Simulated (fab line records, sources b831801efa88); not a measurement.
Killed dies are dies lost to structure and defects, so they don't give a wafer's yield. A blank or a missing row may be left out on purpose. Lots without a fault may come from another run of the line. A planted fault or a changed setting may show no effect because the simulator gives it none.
Which tool did it? | flow sky130 | 12 lots, 33 wafers sampled, at 4 steps of a route of 708

WHAT THE GAUGES READ, wafer by wafer
SKY_SONOS_ONO_THK_MEAS_01.
lot  | measured     | on            | SONOS_ONO_OXIDATION_THK (nm)
L242 | day 12 01:43 | film_metro-02 | 2.56 2.69 2.52
L243 | day 12 01:44 | film_metro-01 | 2.65 2.61 2.59
L245 | day 12 15:16 | film_metro-01 | 2.61 2.62
L246 | day 13 07:15 | film_metro-03 | 2.73 2.73
L249 | day 13 22:04 | film_metro-03 | 2.59 2.61
L257 | day 17 03:05 | film_metro-03 | 2.61 2.62 2.64
L258 | day 17 03:05 | film_metro-02 | 2.59 2.62 2.57
L259 | day 17 15:11 | film_metro-01 | 2.64 2.68 2.64
L260 | day 17 21:29 | film_metro-02 | 2.54 2.62 2.59
L261 | day 17 22:49 | film_metro-03 | 2.62 2.48 2.60
L263 | day 18 16:10 | film_metro-02 | 2.56 2.53 2.53
L264 | day 19 01:58 | film_metro-02 | 2.57 2.56 2.54

SKY_METAL2_THK_MEAS_06: measures by xrf.
lot  | measured     | on            | METAL2_ALCU_THK (nm)
L242 | day 34 12:07 | film_metro-04 | 245 243 245
L243 | day 34 16:03 | film_metro-04 | 248 248 247
L245 | day 35 01:39 | film_metro-01 | 264 262
L246 | day 35 18:53 | film_metro-04 | 247 263
L249 | day 36 11:08 | film_metro-01 | 247 264
L257 | day 39 06:44 | film_metro-04 | 249 250 248
L258 | day 39 09:55 | film_metro-04 | 246 246 245
L259 | day 39 17:53 | film_metro-02 | 247 250 247
L260 | day 39 23:02 | film_metro-02 | 253 252 249
L261 | day 40 00:25 | film_metro-01 | 249 248 248
L263 | day 40 17:18 | film_metro-02 | 247 245 246
L264 | day 41 00:58 | film_metro-04 | 242 241 244

WHICH TOOL RAN EACH LOT (tool, then ch and the chambers of the sampled wafers, then the start)
lot  | SKY_VIA1_ETCH_15                   | SKY_METAL2_SPUTTER_04
L242 | rie_diel-04 ch 0,1,3, day 34 10:32 | pvd_sputter-03, day 34 11:56
L243 | rie_diel-04 ch 2,3, day 34 14:29   | pvd_sputter-04, day 34 15:52
L245 | rie_diel-02 ch 0,3, day 35 00:07   | pvd_sputter-03, day 35 01:28
L246 | rie_diel-04 ch 0,2, day 35 17:17   | pvd_sputter-03, day 35 18:42
L249 | rie_diel-04 ch 0,1, day 36 09:35   | pvd_sputter-03, day 36 10:58
L257 | rie_diel-04 ch 0,2, day 39 05:07   | pvd_sputter-03, day 39 06:34
L258 | rie_diel-01 ch 1,3, day 39 08:22   | pvd_sputter-04, day 39 09:44
L259 | rie_diel-04 ch 0,1,2, day 39 16:13 | pvd_sputter-03, day 39 17:42
L260 | rie_diel-01 ch 2,3, day 39 21:26   | pvd_sputter-03, day 39 22:52
L261 | rie_diel-04 ch 0,1,2, day 39 22:51 | pvd_sputter-04, day 40 00:15
L263 | rie_diel-01 ch 1,3, day 40 15:46   | pvd_sputter-03, day 40 17:08
L264 | rie_diel-02 ch 0,2,3, day 40 23:23 | pvd_sputter-03, day 41 00:47
- SKY_VIA1_ETCH_15: etches SiO2 in C4F8/O2/Ar, stops on TiN, target depth 351 nm, time 54 s.
- SKY_METAL2_SPUTTER_04: material TiN, target thk 70 nm, time 58.3 s.

WHAT THE TOOLS THEMSELVES READ (means of the sampled wafers that have a number; where no wafer has one, the mark that the record gives instead)
SKY_VIA1_ETCH_15.
lot  | tool        | oes_product_au (a.u.)
L242 | rie_diel-04 | 0.977
L243 | rie_diel-04 | 0.976
L245 | rie_diel-02 | 0.980
L246 | rie_diel-04 | 0.972
L249 | rie_diel-04 | 0.974
L257 | rie_diel-04 | 0.977
L258 | rie_diel-01 | 0.979
L259 | rie_diel-04 | 0.975
L260 | rie_diel-01 | 0.987
L261 | rie_diel-04 | 0.978
L263 | rie_diel-01 | 0.978
L264 | rie_diel-02 | 0.980

SKY_METAL2_SPUTTER_04.
lot  | tool           | cathode_dc_power_W (W) | throttle_valve_pct (%)
L242 | pvd_sputter-03 | 6500.0                 | 29.8
L243 | pvd_sputter-04 | 6500.2                 | 29.6
L245 | pvd_sputter-03 | 6498.9                 | 30.6
L246 | pvd_sputter-03 | 6499.4                 | 28.9
L249 | pvd_sputter-03 | 6501.0                 | 30.2
L257 | pvd_sputter-03 | 6499.3                 | 29.3
L258 | pvd_sputter-04 | 6500.7                 | 29.5
L259 | pvd_sputter-03 | 6501.5                 | 29.7
L260 | pvd_sputter-03 | 6498.6                 | 29.2
L261 | pvd_sputter-04 | 6500.3                 | 29.7
L263 | pvd_sputter-03 | 6500.0                 | 29.8
L264 | pvd_sputter-03 | 6500.0                 | 29.9

THE ANSWER, worked out from the rows above alone
Rule: what is usual is taken from the lots themselves. Put in order of their means at a reading, lots are off if they are a third of the lots or fewer, leave a main group of 4 or more, and stand apart from it by a gap of 3 or more times the standard deviation of the main group's means; of several such gaps the widest counts. A main group whose means are all the same, to the digits that the tables above print for the reading, isn't used. A lot without any number at a reading at which 4 lots or more have one is off too. The other lots that the step has rows for count as sound. The gauges are gone through in route order, then the tools' own readings, and for those a lot's mean is taken as printed above. The first step at which some lot is off is used, and at that step the reading that is off furthest; a lot without a number counts as furthest.
No lot is off at any reading shown: from this, nothing can be told.

WHAT THE SIMULATOR HAD PUT IN
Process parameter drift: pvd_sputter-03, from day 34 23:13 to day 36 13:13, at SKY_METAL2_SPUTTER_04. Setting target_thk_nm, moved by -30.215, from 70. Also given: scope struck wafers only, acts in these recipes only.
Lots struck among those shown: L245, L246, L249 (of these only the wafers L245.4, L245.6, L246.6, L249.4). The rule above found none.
